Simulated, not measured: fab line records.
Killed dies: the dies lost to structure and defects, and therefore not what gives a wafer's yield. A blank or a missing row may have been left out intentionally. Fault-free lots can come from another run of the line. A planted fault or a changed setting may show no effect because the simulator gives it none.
One fault seen from 2 desks ; flow sky130 ; each desk holds nothing but its own numbers, with what lay behind them at the end

## FROM THE METROLOGY DESK
What the gauges read, lot by lot, whatever tool the lot ran on: means of the sampled wafers that have a number. A lot is out of limits, marked OUT, if its mean lies more than 4 standard deviations from the usual mean; the brackets give that distance.
Columns: A = cd_nm at SKY_METAL3_CD_MEAS_13, usual 299.8 nm; B = METAL3_OVL at SKY_METAL3_OVL_MEAS_14, usual 1 nm
lot;first seen here;A;B
L990;day 39 14:22;299.3;2
L995;day 41 00:37;299.8;2
L103;day 43 09:01;298.6;5
L104;day 43 12:25;299.0;4
L109;day 44 12:56;299.9;-6
L111;day 45 02:13;301.4;-3
This desk's finding: nothing out of limits on any of the 6 lots.

## TOOL OWNER'S DESK, rie_metal-04
The tool's own readings at SKY_METAL3_ETCH_16 (etches BARC in N2/H2, stops on SiO2, time 88.2 s, target depth 60 nm): means of the sampled wafers that have a number, for each lot that ran on this tool. A lot is out of limits, marked OUT, if its mean lies more than 4 standard deviations from the usual mean; the brackets give that distance.
Columns: A = drypump_motor_current_A at SKY_METAL3_ETCH_16, usual 5.4 A; B = h2_flow_sccm at SKY_METAL3_ETCH_16, usual 200.0 sccm; C = oes_product_au at SKY_METAL3_ETCH_16, usual 0.626 a.u.; D = run_length_s at SKY_METAL3_ETCH_16, usual 116.7 s; E = throttle_valve_pct at SKY_METAL3_ETCH_16, usual 13.205 %
lot;first seen here;A;B;C;D;E
L995;day 41 00:48;5.4;199.8;0.622;116.3;13.207
L103;day 43 09:12;5.4;200.5;0.750 (+25) OUT;100.0 (-17) OUT;13.217
L104;day 43 12:36;5.4;200.6;0.748 (+25) OUT;100.1 (-17) OUT;13.219
This desk finds L103, L104 out of limits, L103 being first, at day 43 09:12 (oes_product_au at SKY_METAL3_ETCH_16). L995: within limits.

## BROUGHT TOGETHER
The tool owner's desk had the chance to raise an alarm at day 43 09:12 on L103, L104.
At the metrology desk, nothing out of limits was observed.
The metrology desk holds a record of L103, L104, inside its limits.
Of the lots named, all ran SKY_METAL3_ETCH_16 on rie_metal-04.

## WHAT HAD BEEN PUT IN BY THE SIMULATOR
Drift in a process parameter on rie_metal-04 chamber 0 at SKY_METAL3_ETCH_16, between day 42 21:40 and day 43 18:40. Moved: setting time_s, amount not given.
Lots struck among those shown: L103, L104.
How many hours passed from the start of the fault until each desk's first out-of-limits reading: the tool owner's desk, 12.
